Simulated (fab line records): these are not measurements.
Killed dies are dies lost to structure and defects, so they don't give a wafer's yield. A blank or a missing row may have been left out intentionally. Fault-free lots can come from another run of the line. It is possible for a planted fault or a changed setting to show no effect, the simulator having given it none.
fab line records	flow sky130
record: lots: 5	wafers: 15	last_day: 50
route steps=708 shown SONOS_ONO@176 GATE_OXIDE@187 POLY_GATE@204 PAD_OPEN@708
lots with no fault: from the same line, run without faults
start_h: hours from the record's opening day to when the first of the lot's shown wafers began	wait_h: hours since the lot's step before	" repeats the value in the row above	L1.1+2: a single row standing in for several wafers	- no value present, or no start provided	* or withheld: withheld	< > ~ a bound
route shown NAME@n: NAME is a module with steps in the file, n the number in the route of the first one	usual: mean/standard deviation taken from wafers without a fault	same: alike in all rows	chamber/n: place in a boat	sites: the reading at each site	_std_site: standard deviation of those values	_edge_site: outer sites' mean less inner sites'	radius_mm: for every site, how far away it sits from the centre of the wafer	mask NAME#n: copy n	behind: the most recent tool/chamber to have shaped the wafer	hold: reason for holding the lot/hours on hold/outcome of the hold	device: the transistor (n, p or np) that didn't switch	end of line: the same wafers' tests at the end of the route	where a step has no rows: the recipe by itself	killed: not the wafer's yield, but the dies lost to structure and defects at the first sort	map: shows each die of a wafer: x if killed, . if not, _ if none is there
set.NAME: the setting the step ran with; set.NAME@STEP: the setting that earlier step ran with	model.NAME: the simulator's own value behind a step, which no gauge read
certain route steps with their lots: each step a table, each wafer a row
services: from which hour (start_h, from the record's first day; less than 0 if before it) a tool's chamber was out of use, for how many hours, and why
== steps ==
step: SKY_SONOS_ONO_COAT_08
recipe: resist: NOVOLAK	spin_rpm: 3000	resist_thk_nm: 1140
step: SKY_SONOS_ONO_SOFTBAKE_09
recipe: temp_c: 90	time_s: 60	resist: NOVOLAK
step: SKY_SONOS_ONO_EXPOSE_10
recipe: mask_id: ONOM	target_cd_nm: 410	na: 0.6	source_shape: conventional	sigma_outer: 0.6	dose_mj: 150
step: SKY_SONOS_ONO_PEB_11
recipe: temp_c: withheld	time_s: *	resist: NOVOLAK
step: SKY_SONOS_ONO_DEVELOP_12
recipe: develop_time_s: 60	dev_temp_c: 23
step: SKY_SONOS_ONO_ETCH_15
recipe: target_depth_nm: 19.52	chemistry: CHF3/O2	source_w: 600	bias_w: 200	pressure_mtorr: 40	chf3_flow_sccm: 50	O2_flow_sccm: 5	time_s: 7.8
step: SKY_SONOS_ONO_WET_ETCH_16
recipe: chemistry: dHF	target_depth_nm: 14	dry: n2_spin	target: SiO2	dilution: 100:1	temp_c: 25	time_s: 280
step: SKY_SONOS_ONO_STRIP_17
recipe: chemistry: O2/N2	power_w: 1400	pressure_mtorr: 1500	platen_temp_c: withheld	o2_flow_sccm: 3000	n2_flow_sccm: 300	overash_fraction: 0.5
step: SKY_SONOS_ONO_WET_ETCH_18
recipe: chemistry: H3PO4	target_depth_nm: 15	target: Si3N4	temp_c: 160	time_s: 172
step: SKY_GATE_OXIDE_CLEAN_00
recipe: chemistry: SC1/SC2	mix: 1:4:20	temp_c: 70	time_s: 150	dry: n2_spin
step: SKY_GATE_OXIDE_OXIDATION_01
recipe: temp_c: 900	ambient: O2	stabilise_s: 600	purge_s: 300	target_thk_a: 102.68	ox_time_s: 1473
usual: spike_tc_bottom_C: 920.9/1.3	spike_tc_centre_C: 900.3/1.1	spike_tc_lower_C: 901.1/1.1	spike_tc_top_C: 914.7/2.2	spike_tc_upper_C: 899.8/1.7	tube_center_temp_C: 899.99/0.078	tube_center_temp_C_max: 902.4/0.37	zone_power_lower_pct: 20.1/2.5
lot.wafer	tool	chamber	start_h	wait_h	spike_tc_bottom_C	spike_tc_centre_C	spike_tc_lower_C	spike_tc_top_C	spike_tc_upper_C	tube_center_temp_C	tube_center_temp_C_max	zone_power_lower_pct	model.SiO2_of_GATE_OXIDE_OXIDATION_01.thk_nm
L581.3	furnace-01	0	332.10	0.7	935.8	917.6	919.3	929.7	915.8	916.79	918.8	23.1	12.12
L581.5	"	0	"	"	936.8	917.7	918.2	928.5	916.1	916.8	919.6	23.4	12.19
L581.6	"	0	"	"	936.9	916.7	918.7	929.3	913.3	916.76	919.2	23.8	12.07
L583.4	furnace-01	0	342.98	0.0	934.8	917.7	919.1	931.0	916.2	916.77	919.8	23.6	12.37
L583.5	"	0	"	"	936.2	916.6	918.3	927.9	915.5	916.76	919.0	23.3	12.32
L583.6	"	0	"	"	937.6	917.0	916.8	929.5	915.2	917.02	919.3	23.2	12.21
L584.1	furnace-01	0	352.38	0.0	939.1	917.6	919.6	931.6	915.9	916.84	918.8	23.5	12.06
L584.4	"	0	"	"	937.7	917.7	918.5	928.9	914.3	916.77	919.1	23.4	11.9
L584.6	"	0	"	"	937.1	916.3	917.6	929.3	916.4	916.79	919.0	23.5	11.98
L585.2	furnace-02	0	367.00	1.6	922.0	900.1	898.8	916.4	901.1	900.02	902.3	17.4	10.35
L585.4	"	0	"	"	922.1	901.2	898.9	916.9	901.3	899.94	902.2	17.1	10.36
L585.6	"	0	"	"	922.1	902.3	900.0	917.4	901.5	900.07	902.1	17.2	10.49
L598.1	furnace-01	0	470.31	0.1	918.6	900.2	900.2	911.8	897.9	899.99	902.3	22.2	10.45
L598.3	"	0	"	"	920.1	900.5	902.8	914.8	897.7	900.1	903.1	22.1	10.39
L598.4	"	0	"	"	919.6	901.6	901.8	912.6	899.6	899.93	902.2	22.7	10.38
step: SKY_GATE_OXIDE_THK_MEAS_02
recipe: reads: SiO2_of_GATE_OXIDE_OXIDATION_01
usual: GATE_OXIDE_OXIDATION_00_THK: 10.24/0.18
lot.wafer	tool	chamber	start_h	wait_h	GATE_OXIDE_OXIDATION_00_THK[nm]
L581.3	film_metro-03	-	333.53	0.0	12.17
L581.5	"	-	"	"	12.18
L581.6	"	-	"	"	12.09
L583.4	film_metro-03	-	344.41	0.0	12.37
L583.5	"	-	"	"	12.33
L583.6	"	-	"	"	12.18
L584.1	film_metro-03	-	353.79	0.0	12.12
L584.4	"	-	"	"	11.91
L584.6	"	-	"	"	12.02
L585.2	film_metro-01	-	368.42	0.0	10.32
L585.4	"	-	"	"	10.39
L585.6	"	-	"	"	10.48
L598.1	film_metro-03	-	471.72	0.0	10.43
L598.3	"	-	"	"	10.41
L598.4	"	-	"	"	10.37
step: SKY_GATE_OXIDE_DEHYDRATE_03
recipe: temp_c: 200	time_s: 60
step: SKY_GATE_OXIDE_HMDS_04
recipe: prime_time_s: 60	prime_temp_c: 120
step: SKY_GATE_OXIDE_COAT_05
recipe: resist: NOVOLAK	spin_rpm: 3000	resist_thk_nm: 1140
step: SKY_GATE_OXIDE_SOFTBAKE_06
recipe: temp_c: 90	time_s: 60	resist: NOVOLAK
step: SKY_GATE_OXIDE_EXPOSE_07
recipe: mask_id: LVOM	na: 0.6	source_shape: conventional	sigma_outer: 0.6	polarization: unpolarized	target_cd_nm: 600	dose_mj: 170
step: SKY_GATE_OXIDE_PEB_08
recipe: temp_c: withheld	time_s: *	resist: NOVOLAK
step: SKY_GATE_OXIDE_DEVELOP_09
recipe: resist: NOVOLAK	developer: TMAH	develop_time_s: 60	dev_temp_c: 23
step: SKY_GATE_OXIDE_IMPLANT_11
recipe: species: B	energy_kev: 10	dose_cm2: 2.6e+12	tilt_deg: withheld
step: SKY_GATE_OXIDE_WET_ETCH_12
recipe: chemistry: dHF	target_depth_nm: 16.8	dry: n2_spin	target: SiO2	dilution: 100:1	temp_c: 25	time_s: 336
step: SKY_GATE_OXIDE_STRIP_13
recipe: chemistry: O2/N2	power_w: 1400	pressure_mtorr: 1500	platen_temp_c: withheld	o2_flow_sccm: 3000	n2_flow_sccm: 300	overash_fraction: 0.5
step: SKY_GATE_OXIDE_CLEAN_15
recipe: chemistry: SC1/SC2	mix: 1:4:20	temp_c: 70	time_s: 150	dry: n2_spin
step: SKY_GATE_OXIDE_OXIDATION_16
recipe: temp_c: 800	ambient: O2	idle_temp_c: 700	ramp_up_c_per_min: 10	ramp_down_c_per_min: 3	stabilise_s: 600	purge_s: 300	target_thk_a: 35.7	ox_time_s: 1915
usual: spike_tc_bottom_C: 821.6/1.2	spike_tc_centre_C: 800.3/1	spike_tc_lower_C: 801.1/1.2	spike_tc_top_C: 816.2/2.3	spike_tc_upper_C: 799.3/1.5	tube_center_temp_C: 800/0.07	tube_center_temp_C_max: 802.1/0.33	zone_power_lower_pct: 16.2/1.9
lot.wafer	tool	chamber	start_h	wait_h	spike_tc_bottom_C	spike_tc_centre_C	spike_tc_lower_C	spike_tc_top_C	spike_tc_upper_C	tube_center_temp_C	tube_center_temp_C_max	zone_power_lower_pct	model.SiO2_of_GATE_OXIDE_OXIDATION_01.thk_nm
L581.3	furnace-01	0	362.76	1.3	820.1	802.1	800.9	814.1	796.7	799.99	802.3	17.6	13.29
L581.5	"	0	"	"	821.3	799.7	800.6	813.9	799.5	800.11	802.2	17.4	13.38
L581.6	"	0	"	"	822.5	799.7	802.1	813.1	798.4	799.98	801.7	17.2	13.23
L583.4	furnace-02	0	375.62	2.1	821.8	800.1	800.1	818.9	800.7	799.98	802.9	13.5	13.59
L583.5	"	0	"	"	822.1	801.0	800.9	819.5	801.7	799.92	802.3	13.5	13.58
L583.6	"	0	"	"	822.9	801.8	798.5	817.2	799.4	800.1	802.0	13.7	13.45
L584.1	furnace-02	0	383.89	2.2	820.5	800.4	799.6	818.2	800.9	799.97	801.8	13.5	13.3
L584.4	"	0	"	"	822.5	799.9	801.8	818.2	799.8	800.02	801.9	13.5	13.16
L584.6	"	0	"	"	821.2	801.0	799.5	818.4	801.7	800.04	802.1	13.7	13.22
L585.2	furnace-01	0	397.15	0.0	819.6	800.6	799.6	813.8	798.6	799.95	801.9	17.2	11.72
L585.4	"	0	"	"	822.1	799.2	800.8	812.1	796.6	800.02	801.7	17.5	11.72
L585.6	"	0	"	"	821.6	798.9	800.6	814.0	798.3	800.07	802.3	17.5	11.82
L598.1	furnace-01	0	504.03	1.5	821.1	800.6	799.3	816.1	797.1	799.94	801.7	17.3	11.77
L598.3	"	0	"	"	820.7	799.9	799.6	814.9	799.2	799.88	802.1	17.7	11.72
L598.4	"	0	"	"	820.6	800.5	802.9	813.7	797.4	800.12	801.8	17.8	11.67
step: SKY_POLY_GATE_CVD_00
recipe: material: poly-Si	target_thk_nm: 180	temp_c: 620	time_s: 720	pressure_mtorr: 200
step: SKY_PAD_OPEN_PROBE_99
usual: killed_at_M0_to_M3: 44/7.2	killed_at_M4_up: 2.9/1.8	killed_at_contacts: 24/5.6	killed_at_front_end: 15/4.2	killed_at_other: 0.4/0.71	killed_dies: 86/9.2	killed_on_rim: 16/3.6	killed_open: 47/7.2	killed_short: 39/5.7
same: gross_dies: 492	killed_at_back_side: 0
lot.wafer	tool	chamber	start_h	wait_h	killed_at_M0_to_M3	killed_at_M4_up	killed_at_contacts	killed_at_front_end	killed_at_other	killed_dies	killed_on_rim	killed_open	killed_short	model.etest.nfet_16v.r_on_ohm_um	model.etest.pfet_16v.r_on_ohm_um	model.etest.tip_sonos.rs_ohm_sq	model.etest.pfet_g5v0d10v5.r_on_ohm_um	model.etest.nfet_g5v0d10v5.r_on_ohm_um	model.etest.nfet_g5v0d10v5.drive_ua_um	model.etest.nfet_05v0_nvt.drive_ua_um	model.etest.pfet_01v8.r_on_ohm_um
L581.3	prober-02	-	1118.17	0.2	51	1	12	11	0	75	14	47	27	1.519e+04	1.538e+04	3061	5076	2028	528.6	507.2	2891
L581.5	prober-02	-	1118.27	0.2	56	4	12	14	2	88	17	41	47	1.513e+04	1.557e+04	3146	5050	2029	528.8	507.4	2887
L581.6	prober-02	-	1118.32	0.2	43	2	29	19	0	93	13	47	45	1.529e+04	1.556e+04	3075	5104	2015	531.4	511.9	2869
L583.4	prober-01	-	1125.12	0.2	44	3	25	19	1	92	16	55	37	1.485e+04	1.593e+04	3341	5318	2113	515.6	492.8	2988
L583.5	prober-01	-	1125.17	0.2	60	3	25	15	3	106	22	58	46	1.471e+04	1.634e+04	3330	5242	2045	518	497.5	2981
L583.6	prober-01	-	1125.22	0.2	47	6	19	13	0	85	15	48	37	1.483e+04	1.618e+04	3312	5310	2052	522	499.4	2988
L584.1	prober-02	-	1130.53	0.1	39	4	31	15	1	90	17	55	35	1.537e+04	1.555e+04	3153	5162	2056	531.6	510.2	3061
L584.4	prober-02	-	1130.68	0.2	44	2	21	15	0	82	10	43	39	1.515e+04	1.547e+04	3106	5096	2026	538.2	519.3	3013
L584.6	prober-02	-	1130.78	0.2	45	3	21	17	0	86	18	50	36	1.528e+04	1.566e+04	3109	5131	2026	535.1	514.4	2984
L585.2	prober-01	-	1139.02	0.1	34	7	29	16	0	86	14	46	40	1.391e+04	1.543e+04	2578	4802	1861	605.3	573.1	2934
L585.4	prober-01	-	1139.12	0.2	42	0	26	13	0	81	17	53	27	1.394e+04	1.572e+04	2581	4783	1874	605.1	570.2	2913
L585.6	prober-01	-	1139.22	0.2	54	4	29	15	0	102	20	53	48	1.397e+04	1.533e+04	2591	4802	1868	600.8	569.5	2914
L598.1	prober-01	-	1200.18	0.1	37	4	22	16	0	79	13	38	40	1.43e+04	1.481e+04	2651	4756	1897	591.5	566.4	2935
L598.3	prober-01	-	1200.28	0.2	47	3	19	18	0	87	19	45	41	1.437e+04	1.512e+04	2638	4730	1908	600.8	564.9	2930
L598.4	prober-01	-	1200.33	0.2	35	4	21	11	1	72	18	41	29	1.43e+04	1.482e+04	2642	4748	1888	602.3	575	2878
killed by level:class
L581.3 VIA1:geometric_particle:open=13 VIA1:geometric_particle:short=7 VIA2:geometric_particle:open=7 VIA3:geometric_particle:open=7 CONTACT:geometric_particle:open=5 METAL2:geometric_particle:short=4 LI_CONTACT:geometric_particle:open=4 FIELD_ISO:geometric_particle:short=3
L581.5 VIA1:geometric_particle:open=12 VIA3:geometric_particle:open=10 METAL1:geometric_particle:short=6 VIA1:geometric_particle:short=6 FIELD_ISO:geometric_particle:short=5 LOCAL_INTERCONNECT:geometric_particle:short=5 VIA2:geometric_particle:open=5 VIA2:geometric_particle:short=5
L581.6 VIA1:geometric_particle:open=12 CONTACT:geometric_particle:open=11 VIA3:geometric_particle:open=7 LOCAL_INTERCONNECT:geometric_particle:short=6 VIA2:geometric_particle:short=6 LI_CONTACT:geometric_particle:open=5 METAL1:geometric_particle:short=5 POLY_GATE:geometric_particle:short=4
L583.4 CONTACT:geometric_particle:open=13 LI_CONTACT:geometric_particle:open=8 VIA1:geometric_particle:open=8 METAL2:geometric_particle:short=8 VIA1:geometric_particle:short=7 VIA2:geometric_particle:open=5 VIA3:geometric_particle:open=5 FIELD_ISO:geometric_particle:open=4
L583.5 VIA3:geometric_particle:open=11 VIA2:geometric_particle:open=11 CONTACT:geometric_particle:open=8 VIA1:geometric_particle:open=6 METAL2:geometric_particle:short=6 POLY_GATE:geometric_particle:open=5 LI_CONTACT:geometric_particle:open=5 LOCAL_INTERCONNECT:geometric_particle:short=5
L583.6 VIA1:geometric_particle:open=11 VIA2:geometric_particle:open=9 FIELD_ISO:geometric_particle:short=7 CONTACT:geometric_particle:open=6 METAL1:geometric_particle:short=6 METAL2:geometric_particle:short=5 FIELD_ISO:geometric_particle:open=4 LI_CONTACT:geometric_particle:open=4
L584.1 VIA1:geometric_particle:open=14 LI_CONTACT:geometric_particle:open=10 CONTACT:geometric_particle:open=10 CONTACT:geometric_particle:short=8 FIELD_ISO:geometric_particle:open=5 VIA2:geometric_particle:open=5 POLY_GATE:geometric_particle:short=3 VIA3:geometric_particle:open=3
L584.4 VIA1:geometric_particle:open=11 VIA2:geometric_particle:open=8 LI_CONTACT:geometric_particle:open=7 VIA1:geometric_particle:short=7 LOCAL_INTERCONNECT:geometric_particle:short=6 METAL1:geometric_particle:short=6 FIELD_ISO:geometric_particle:open=4 CONTACT:geometric_particle:short=4
L584.6 VIA1:geometric_particle:open=12 LI_CONTACT:geometric_particle:open=9 CONTACT:geometric_particle:open=8 VIA3:geometric_particle:open=7 METAL1:geometric_particle:short=6 METAL2:geometric_particle:short=6 FIELD_ISO:geometric_particle:short=5 METAL3:geometric_particle:short=5
L585.2 CONTACT:geometric_particle:open=15 VIA1:geometric_particle:open=8 FIELD_ISO:geometric_particle:short=5 LI_CONTACT:geometric_particle:open=5 METAL2:geometric_particle:short=5 METAL4:geometric_particle:short=5 FIELD_ISO:geometric_particle:open=4 POLY_GATE:geometric_particle:open=4
L585.4 VIA1:geometric_particle:open=15 CONTACT:geometric_particle:open=10 VIA3:geometric_particle:open=8 LI_CONTACT:geometric_particle:open=7 CONTACT:geometric_particle:short=5 VIA2:geometric_particle:open=4 FIELD_ISO:geometric_particle:short=3 FIELD_ISO:geometric_particle:open=3
L585.6 VIA3:geometric_particle:open=11 VIA1:geometric_particle:open=10 VIA2:geometric_particle:open=9 LI_CONTACT:geometric_particle:open=8 CONTACT:geometric_particle:open=7 CONTACT:geometric_particle:short=7 VIA1:geometric_particle:short=7 POLY_GATE:geometric_particle:short=4
L598.1 VIA1:geometric_particle:open=7 CONTACT:geometric_particle:short=6 CONTACT:geometric_particle:open=6 VIA1:geometric_particle:short=6 LI_CONTACT:geometric_particle:open=5 METAL1:geometric_particle:short=5 LOCAL_INTERCONNECT:geometric_particle:short=4 METAL2:geometric_particle:short=4
L598.3 VIA1:geometric_particle:open=13 CONTACT:geometric_particle:open=8 VIA2:geometric_particle:open=8 METAL1:geometric_particle:short=7 METAL2:geometric_particle:short=7 FIELD_ISO:geometric_particle:short=6 FIELD_ISO:geometric_particle:open=5 CONTACT:geometric_particle:short=4
L598.4 VIA1:geometric_particle:open=7 CONTACT:geometric_particle:open=7 METAL1:geometric_particle:open=5 VIA3:geometric_particle:open=5 POLY_GATE:geometric_particle:open=4 LI_CONTACT:geometric_particle:open=4 LOCAL_INTERCONNECT:geometric_particle:short=4 VIA1:geometric_particle:short=4
== services ==
tool	chamber	start_h	hours	kind
furnace-01	-	372.45	2.6	pm
furnace-02	-	410.29	3.9	pm
furnace-02	-	426.75	3.1	pm
furnace-01	-	440.87	15.5	pm
furnace-02	-	481.27	29.9	repair
== key ==
first_sign: step: SKY_GATE_OXIDE_OXIDATION_01	reading: tube_center_temp_C	direction: up	sigmas: 99+	usual: *	struck: *
effect: step: SKY_GATE_OXIDE_OXIDATION_01	reading: tube_center_temp_C_max	direction: up	sigmas: 45	usual: *	struck: *
effect: step: SKY_GATE_OXIDE_THK_MEAS_02	reading: GATE_OXIDE_OXIDATION_00_THK	direction: up	sigmas: 11	usual: 10.24	struck: 12.15
model_effect: step: SKY_GATE_OXIDE_OXIDATION_01	value: SiO2_of_GATE_OXIDE_OXIDATION_01.thk_nm	without: 10.12	struck: 12.14
model_effect: step: SKY_GATE_OXIDE_OXIDATION_16	value: SiO2_of_GATE_OXIDE_OXIDATION_01.thk_nm	without: 11.48	struck: 13.36
model_effect: step: SKY_PAD_OPEN_PROBE_99	value: etest.nfet_16v.r_on_ohm_um	without: 1.4e+04	struck: 1.509e+04
met_at SKY_GATE_OXIDE_OXIDATION_01
struck_wafers L581.3,L581.5,L581.6,L583.4,L583.5,L583.6,L584.1,L584.4,L584.6
tester_left_out L581,L583,L584
fault: kind: process_parameter_drift	tool: furnace-01	chamber: -	onset_h: 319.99	steps: SKY_GATE_OXIDE_OXIDATION_01	channel: temp_c	offset: *	shape: step	end_h: 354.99	acts_in: *	stated: *
tester_left_out: of these lots the tester's yield and bins aren't shown, on N5 and GAA mostly nor the transistor test; their killed dies are dies lost to structure and defects alone, not to doping, threshold or leakage, so they don't give the yield
